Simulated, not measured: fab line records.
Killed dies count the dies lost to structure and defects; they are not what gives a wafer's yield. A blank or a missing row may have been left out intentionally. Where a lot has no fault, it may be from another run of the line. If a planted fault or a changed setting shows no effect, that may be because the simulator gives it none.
The tool behind it: which one? ; flow gf180mcu ; 8 lots with 24 wafers sampled at 5 steps, on a route of 602 steps

WHAT THE GAUGES SHOWED, per wafer
GF_NWELL_OVL_MEAS_07. Usual: NWELL_OVL typically reads 0.1 nm, with standard deviation 1.7.
lot;measured;on;NWELL_OVL (nm);flag
L355;day 3 09:42;overlay-01;-2.3 -1.3 -1.1;
L356;day 3 13:16;overlay-01;-1.5 -1.6 -0.7;
L357;day 3 17:49;overlay-02;0.1 0.4 1.8;
L358;day 4 01:18;overlay-02;-2.3 -1.7 0.8;
L364;day 5 05:37;overlay-01;-3.8 -2.8 -0.8;
L365;day 5 14:07;overlay-02;1.9 -0.2 0.7;
L366;day 5 18:37;overlay-01;2.3 2.3 1.4;
L378;day 8 14:55;overlay-01;0.5 -0.5 0.0;

GF_MVSD_TW_MEAS_11. Usual: MVSD_TW typically reads 1572, with standard deviation 23.
lot;measured;on;MVSD_TW;flag
L355;day 4 10:27;film metro-01;1578 1585 1586;
L356;day 4 15:28;film metro-02;1586 1578 1580;
L357;day 4 20:52;film metro-01;1579 1585 1589;
L358;day 5 04:24;film metro-03;1547 1546 1546;
L364;day 6 12:02;film metro-03;1549 1542 1539;
L365;day 6 20:57;film metro-01;1594 1583 1595;
L366;day 7 01:42;film metro-02;1579 1586 1581;
L378;day 10 05:28;film metro-01;1586 1584 1583;

GF_VT_IMPLANT_RS_MEAS_48: uses a four-point probe to measure. Usual: LVPWELL_RS typically reads 1197.5 ohm/sq, with standard deviation 2.5.
lot;measured;on;LVPWELL_RS (ohm/sq);flag
L355;day 7 13:35;film metro-03;1196.0 1195.2 1200.1;
L356;day 7 19:31;film metro-01;1197.5 1194.6 1195.0;
L357;day 8 01:21;film metro-01;1200.1 1199.4 1200.4;
L358;day 8 11:53;film metro-01;1203.9 1200.5 1203.7;
L364;day 10 04:50;film metro-02;1243.2 1245.2 1242.1;OFF
L365;day 10 15:01;film metro-01;1243.2 1249.5 1246.9;OFF
L366;day 10 20:47;film metro-01;1244.7 1244.9 1247.1;OFF
L378;day 14 11:28;film metro-02;1196.3 1199.4 1198.2;

TOOL THAT RAN EACH LOT (tool first, then ch and the chambers of the sampled wafers, then the start)
lot;GF_DNWELL_STRIP_08;GF_LVPWELL_IMPLANT_09
L355;plasma asher-01 ch 0,1, day 2 21:03;implanter-02 ch 0, day 3 20:59
L356;plasma asher-03 ch 0,1, day 3 01:05;implanter-02 ch 0, day 4 02:28
L357;plasma asher-03 ch 0,1, day 3 05:39;implanter-02 ch 0, day 4 07:01
L358;plasma asher-03 ch 0, day 3 12:45;implanter-01 ch 0, day 4 14:25
L364;plasma asher-01 ch 0,1, day 4 15:32;implanter-02 ch 0, day 5 20:22
L365;plasma asher-02 ch 0,1, day 4 23:44;implanter-02 ch 0, day 6 05:09
L366;plasma asher-02 ch 0,1, day 5 04:18;implanter-02 ch 0, day 6 09:19
L378;plasma asher-03 ch 0,1, day 7 21:38;implanter-04 ch 0, day 9 09:53
- GF_DNWELL_STRIP_08: strips in O2/N2.
- GF_LVPWELL_IMPLANT_09

AS READ BY THE TOOLS THEMSELVES (means over the sampled wafers that have a number; for cases with no such wafer, the mark the record gives instead)
GF_DNWELL_STRIP_08. Usual: drypump motor current A 5.9 A, standard deviation 0.44; heater power w 322 W, standard deviation 49; o2 flow sccm 2998 sccm, standard deviation 8.9; oes product au 0.722 a.u., standard deviation 0.0043; strip time to endpoint s 37.02 s, standard deviation 0.12.
lot;tool;drypump motor current A (A);heater power w (W);o2 flow sccm (sccm);oes product au (a.u.);strip time to endpoint s (s);flag
L355;plasma asher-01;5.5;327;3000;0.722;37.08;
L356;plasma asher-03;6.0;284;2990;0.720;37.14;
L357;plasma asher-03;6.0;284;3001;0.719;36.97;
L358;plasma asher-03;5.8;292;3001;0.726;37.19;
L364;plasma asher-01;5.5;328;3009;0.721;36.99;
L365;plasma asher-02;5.9;383;2997;0.718;36.99;
L366;plasma asher-02;5.9;382;2993;0.715;37.04;
L378;plasma asher-03;6.3;283;3003;0.718;37.23;

GF_LVPWELL_IMPLANT_09. Usual: dose ions cm2 5e+12, standard deviation 5.8e+09; faraday current uA 28.2, standard deviation 0.55.
lot;tool;dose ions cm2;faraday current uA;flag
L355;implanter-02;5e+12;28.5;
L356;implanter-02;5e+12;27.7;
L357;implanter-02;5e+12;28.3;
L358;implanter-01;5e+12;28.3;
L364;implanter-02;4e+12;22.3;OFF
L365;implanter-02;4e+12;22.6;OFF
L366;implanter-02;4e+12;22.7;OFF
L378;implanter-04;5e+12;27.8;

THE ANSWER, worked out from the rows above alone
Rule: take the mean of a lot's wafers that have a number; if it is more than 3 standard deviations from the usual mean, the lot is off. A lot without any number at a reading at which 4 lots or more have one is off too. The other lots that the step has rows for count as sound. First the gauges in route order, then the tools' own readings, where a lot's mean is used as printed above. At the first step where some lot is off, the reading lying furthest off is the one used; lots without a number count as furthest.
Off: L364, L365, L366, seen at GF_VT_IMPLANT_RS_MEAS_48 (LVPWELL_RS).
A tool fits if, at a process step before that reading, it ran every lot that is off, and no sound lot after the first of them. The gauges at GF_VT_IMPLANT_RS_MEAS_48 aren't tried: what is off there is off at GF_LVPWELL_IMPLANT_09 too, on other tools, and a gauge's error can't cause that. One candidate fits, namely implanter-02 at GF_LVPWELL_IMPLANT_09. Its last sound lot is L357 (day 4 07:01), its first lot that is off L364 (day 5 20:22): a fault that began between those two fits.
The tool's own readings at GF_LVPWELL_IMPLANT_09 bear it out: on the lots that are off they differ by more than 5 times the standard deviation of the sound lots' means. dose ions cm2 reads 4e+12 there against 5e+12 on the sound lots; faraday current uA reads 22.5 there against 28.1 on the sound lots.

WHAT HAD BEEN PUT IN BY THE SIMULATOR
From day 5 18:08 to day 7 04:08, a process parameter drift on implanter-02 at GF_LVPWELL_IMPLANT_09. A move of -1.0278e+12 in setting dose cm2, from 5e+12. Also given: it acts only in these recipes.
Lots struck among those shown: L364, L365, L366. The rule given above showed the same thing.
